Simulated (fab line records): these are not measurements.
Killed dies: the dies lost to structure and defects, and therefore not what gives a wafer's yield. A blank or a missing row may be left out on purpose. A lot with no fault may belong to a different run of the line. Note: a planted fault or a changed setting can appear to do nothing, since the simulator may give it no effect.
Matching of chambers ; flow sky130 ; SKY_CONTACT_HDPCVD_02 on hdpcvd-01: 3 sister chambers
The step deposits SiO2, target thk 565 nm, time 94.2 s. 16 wafers are shown with their chamber, then 7 later ones without.

## WAFERS, EACH WITH ITS CHAMBER
wafer;chamber;runLengthS (s);pressureMtorr (mTorr)
L100.1;0;121.8;6.001
L100.2;1;122.5;6.001
L100.4;0;121.6;5.996
L104.2;0;121.5;6.005
L104.3;1;121.7;6.014
L104.4;1;122.0;5.991
L107.1;0;121.8;6.016
L107.2;0;121.7;6.021
L107.3;0;121.7;6.000
L108.2;1;121.8;6.006
L108.4;1;121.9;5.985
L108.6;1;121.8;5.991
L111.1;2;121.4;5.999
L111.3;1;121.7;5.987
L112.3;0;121.6;6.010
L113.2;0;121.4;6.017

SIGNATURES (means of the wafers above)
reading;chamber 0;chamber 1;chamber 2;scatter within a chamber
runLengthS;121.638;121.914;121.400;0.216
pressureMtorr;6.00825;5.99643;5.99900;0.00994
Rule: distance of a wafer from a chamber = root of the sum over the readings of ((wafer's reading minus chamber's mean) / reading's scatter) squared. If the next closest chamber is less than 2 further off than the closest, the wafer can't be placed; otherwise it belongs to the closest. How the scatter is found: for the shown wafers, subtract from each reading the mean of its chamber, square and add these, divide the total by (wafers less chambers), then take the root.

## WAFERS MISSING THEIR CHAMBER
wafer;runLengthS (s);pressureMtorr (mTorr)
L113.3;121.0;5.997
L122.4;121.1;6.006
L122.5;121.6;5.989
L122.6;121.8;5.995
L123.1;122.0;5.998
L123.3;121.4;6.003
L123.4;121.7;6.027

## WHICH CHAMBER EACH WENT THROUGH
wafer;from the rows above;in truth
L113.3;can't be placed: 2 or 0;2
L122.4;can't be placed: 2 or 0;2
L122.5;can't be placed: 2 or 1 or 0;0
L122.6;can't be placed: 1 or 0 or 2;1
L123.1;can't be placed: 1 or 0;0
L123.3;can't be placed: 2 or 0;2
L123.4;can't be placed: 0 or 2 or 1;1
Correctly placed: 0 of 7. Not placeable from these rows: 7 (in 7, the candidates include the true chamber). Placed wrongly: 0.
